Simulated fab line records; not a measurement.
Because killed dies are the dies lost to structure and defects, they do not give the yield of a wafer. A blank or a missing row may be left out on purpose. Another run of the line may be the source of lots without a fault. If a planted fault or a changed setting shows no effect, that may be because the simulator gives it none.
Problem report in the 8D (eight disciplines) form, filled by code ; flow sky130 ; the parts of the form that need people (team, actions taken, sign-off) are left out

== 1. THE ISSUE ==
At SKY_RES_PROTECT_STRIP_07, strip time to endpoint s averages 24.15 s over 9 wafers from 3 lots, while fault-free wafers read 23.28 s, standard deviation 0.043. Measured from the usual mean, that is +20 standard deviations.
The step: strips in O2/N2.
Earliest sighting: wafer L536.1 on plasma asher-04 at day 20 22:50. Wafers with a number at this step in the record: 36, from 12 lots. Rule for "out", or "out of limits": more than 4 standard deviations from the usual mean. All remaining wafers that have a number are taken as sound.

== 2. WHAT THIS IS AND IS NOT ==
question;is;is not
which readings at this step;strip time to endpoint s;drypump motor current A
which lots;L536, L537, L538;L523, L524, L527, L528, L530, L532, L534, L535, L541
which wafers of those lots;all that have a number;-
read on which tools;plasma asher-03, plasma asher-04;plasma asher-02
when;from day 20 22:50;"up to then (24 sound wafers); but 3 sound wafers of L541 came after"

== 3. THE SUSPECTS, EACH WITH WHAT RULES IT OUT ==
Counting: a tool at a process step up to the reading stays a suspect if it ran every lot that is out and no sound lot after the first of them.
- implanter-04 at SKY_POLY_GATE_IMPLANT_02: kept. It processed each lot that is out, first L536 at day 20 22:41, and no sound lot thereafter; up to then, the last sound lot it processed was L532 at day 19 15:49.
Remaining after the count: implanter-04 at SKY_POLY_GATE_IMPLANT_02.

== 4. THE CAUSE (what the simulator had put in) ==
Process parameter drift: implanter-04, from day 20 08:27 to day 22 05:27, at SKY_POLY_GATE_IMPLANT_02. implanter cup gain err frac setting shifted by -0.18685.
The count eliminated every tool but this one.

== 5. THE EFFECT CHAIN, in route order ==
One row per reading whose mean, taken over the struck wafers that have a number, lies over 3 standard deviations from the usual. Only readings whose record carries a usual standard deviation are examined. hours: median over the lots of the time between each lot's start at the first step of this table that gives one and its start at this step. sigmas: the change, counted in usual standard deviations.
hours;step;reading;usual;on struck wafers;change;sigmas
0;SKY_RES_PROTECT_STRIP_07;strip time to endpoint s;23.28 s;24.15;+0.87;+20
The process steps in it:
- SKY_RES_PROTECT_STRIP_07: strips in O2/N2.

== 6. WHAT WOULD HAVE CAUGHT IT SOONER ==
14 hours passed between the start of the fault at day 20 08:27 and the first reading out of limits in this record, taken at day 20 22:50.
L537, L538, from the lots that are out (3), started SKY_POLY_GATE_IMPLANT_02 on implanter-04 later than day 20 22:50. A hold on the tool at that time would have spared those 2.
